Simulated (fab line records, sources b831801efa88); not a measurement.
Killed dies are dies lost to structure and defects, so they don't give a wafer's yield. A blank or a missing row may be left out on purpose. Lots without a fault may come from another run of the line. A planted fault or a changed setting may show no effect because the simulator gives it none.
Which tool did it? | flow gf180mcu | 13 lots, 39 wafers sampled, at 4 steps of a route of 602

WHAT THE GAUGES READ, wafer by wafer
GF_HV_LDD_TW_MEAS_23.
lot  | measured     | on            | HV_LDD_2_TW
L763 | day 11 00:50 | film_metro-02 | 1072 1068 1063
L765 | day 11 14:16 | film_metro-02 | 1064 1070 1063
L767 | day 12 04:47 | film_metro-03 | 1064 1063 1059
L769 | day 12 20:38 | film_metro-04 | 1042 1039 1039
L770 | day 13 01:45 | film_metro-04 | 1040 1041 1041
L771 | day 13 07:37 | film_metro-02 | 1064 1074 1066
L772 | day 13 12:23 | film_metro-04 | 1039 1040 1033
L774 | day 14 04:26 | film_metro-04 | 1041 1046 1047
L778 | day 15 17:06 | film_metro-02 | 979 975 982 979 978 980
L780 | day 16 06:48 | film_metro-04 | 955 954 956 961 952 954
L781 | day 16 12:23 | film_metro-04 | 953 951 952 954 949 945
L782 | day 16 20:35 | film_metro-03 | 1070 1064 1068
L786 | day 18 08:16 | film_metro-03 | 1065 1064 1063

GF_V1_THK_MEAS_03.
lot  | measured     | on            | V1_CVD_02_THK (nm)
L763 | day 17 11:20 | film_metro-03 | 852 846 851
L765 | day 18 04:34 | film_metro-02 | 825 845 848
L767 | day 18 23:25 | film_metro-01 | 843 857 862
L769 | day 19 15:44 | film_metro-02 | 852 862 870
L770 | day 19 23:32 | film_metro-02 | 853 846 860
L771 | day 20 06:14 | film_metro-03 | 843 834 866
L772 | day 20 10:57 | film_metro-02 | 875 858 862
L774 | day 21 06:01 | film_metro-03 | 859 834 868
L778 | day 22 22:54 | film_metro-01 | 854 862 876
L780 | day 23 12:04 | film_metro-02 | 861 875 867
L781 | day 23 18:01 | film_metro-03 | 850 840 850
L782 | day 24 03:17 | film_metro-02 | 855 843 859
L786 | day 25 11:57 | film_metro-02 | 839 855 863

WHICH TOOL RAN EACH LOT (tool, then ch and the chambers of the sampled wafers, then the start)
lot  | GF_HV_LDD_IMPLANT_21            | GF_CONTACT_SPUTTER_22
L763 | implanter-02 ch 0, day 11 00:35 | pvd_sputter-01, day 16 11:01
L765 | implanter-04 ch 0, day 11 14:01 | pvd_sputter-04, day 17 03:08
L767 | implanter-02 ch 0, day 12 04:34 | pvd_sputter-03, day 17 21:09
L769 | implanter-02 ch 0, day 12 20:25 | pvd_sputter-01, day 18 14:09
L770 | implanter-03 ch 0, day 13 01:31 | pvd_sputter-03, day 18 21:14
L771 | implanter-04 ch 0, day 13 07:22 | pvd_sputter-03, day 19 03:48
L772 | implanter-02 ch 0, day 13 12:11 | pvd_sputter-04, day 19 09:40
L774 | implanter-02 ch 0, day 14 04:11 | pvd_sputter-03, day 20 03:40
L778 | implanter-04 ch 0, day 15 16:52 | pvd_sputter-04, day 21 21:27
L780 | implanter-04 ch 0, day 16 06:35 | pvd_sputter-04, day 22 11:22
L781 | implanter-04 ch 0, day 16 12:08 | pvd_sputter-04, day 22 17:20
L782 | implanter-02 ch 0, day 16 20:22 | pvd_sputter-04, day 23 02:37
L786 | implanter-02 ch 0, day 18 08:02 | pvd_sputter-01, day 24 11:49
- GF_HV_LDD_IMPLANT_21
- GF_CONTACT_SPUTTER_22: material Ti, target thk 15 nm, time 80.02 s.

WHAT THE TOOLS THEMSELVES READ (means of the sampled wafers that have a number; where no wafer has one, the mark that the record gives instead)
GF_HV_LDD_IMPLANT_21.
lot  | tool         | beam_energy_keV | dose_ions_cm2 | faraday_current_uA
L763 | implanter-02 | 24.996          | 5.001e+13     | 279
L765 | implanter-04 | 24.987          | 5.006e+13     | 282
L767 | implanter-02 | 24.987          | 5.002e+13     | 282
L769 | implanter-02 | 25.004          | 4.996e+13     | 281
L770 | implanter-03 | 25.010          | 5.005e+13     | 281
L771 | implanter-04 | 25.002          | 5.003e+13     | 277
L772 | implanter-02 | 25.004          | 5.002e+13     | 280
L774 | implanter-02 | 25.006          | 5.008e+13     | 278
L778 | implanter-04 | 24.995          | 3.744e+13     | 212
L780 | implanter-04 | 25.001          | 3.752e+13     | 213
L781 | implanter-04 | 24.997          | 3.743e+13     | 209
L782 | implanter-02 | 25.002          | 5.004e+13     | 285
L786 | implanter-02 | 25.007          | 4.998e+13     | 284

GF_CONTACT_SPUTTER_22.
lot  | tool           | throttle_valve_pct (%)
L763 | pvd_sputter-01 | 30.5
L765 | pvd_sputter-04 | 29.9
L767 | pvd_sputter-03 | 30.4
L769 | pvd_sputter-01 | 30.7
L770 | pvd_sputter-03 | 30.8
L771 | pvd_sputter-03 | 30.4
L772 | pvd_sputter-04 | 30.3
L774 | pvd_sputter-03 | 30.9
L778 | pvd_sputter-04 | 30.8
L780 | pvd_sputter-04 | 30.5
L781 | pvd_sputter-04 | 30.7
L782 | pvd_sputter-04 | 30.2
L786 | pvd_sputter-01 | 30.6

THE ANSWER, worked out from the rows above alone
Rule: what is usual is taken from the lots themselves. Put in order of their means at a reading, lots are off if they are a third of the lots or fewer, leave a main group of 4 or more, and stand apart from it by a gap of 3 or more times the standard deviation of the main group's means; of several such gaps the widest counts. A main group whose means are all the same, to the digits that the tables above print for the reading, isn't used. A lot without any number at a reading at which 4 lots or more have one is off too. The other lots that the step has rows for count as sound. The gauges are gone through in route order, then the tools' own readings, and for those a lot's mean is taken as printed above. The first step at which some lot is off is used, and at that step the reading that is off furthest; a lot without a number counts as furthest.
Off: L778, L780, L781, at GF_HV_LDD_TW_MEAS_23 (HV_LDD_2_TW). The main group: mean 1056, standard deviation 13.
A tool fits if, at a process step before that reading, it ran every lot that is off, and no sound lot after the first of them. The gauges at GF_HV_LDD_TW_MEAS_23 aren't tried: what is off there is off at GF_HV_LDD_IMPLANT_21 too, on other tools, and a gauge's error can't cause that. One fits: implanter-04 at GF_HV_LDD_IMPLANT_21. Its last sound lot is L771 (day 13 07:22), its first lot that is off L778 (day 15 16:52): a fault that began between those two fits.
The tool's own readings at GF_HV_LDD_IMPLANT_21 bear it out: on the lots that are off they differ by more than 5 times the standard deviation of the sound lots' means. dose_ions_cm2 reads 3.746e+13 there against 5.002e+13 on the sound lots; faraday_current_uA reads 211 there against 281 on the sound lots.

WHAT THE SIMULATOR HAD PUT IN
Process parameter drift: implanter-04, from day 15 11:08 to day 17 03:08, at GF_HV_LDD_IMPLANT_21. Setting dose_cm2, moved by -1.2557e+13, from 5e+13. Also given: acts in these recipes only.
Lots struck among those shown: L778, L780, L781. The rule above found the same.
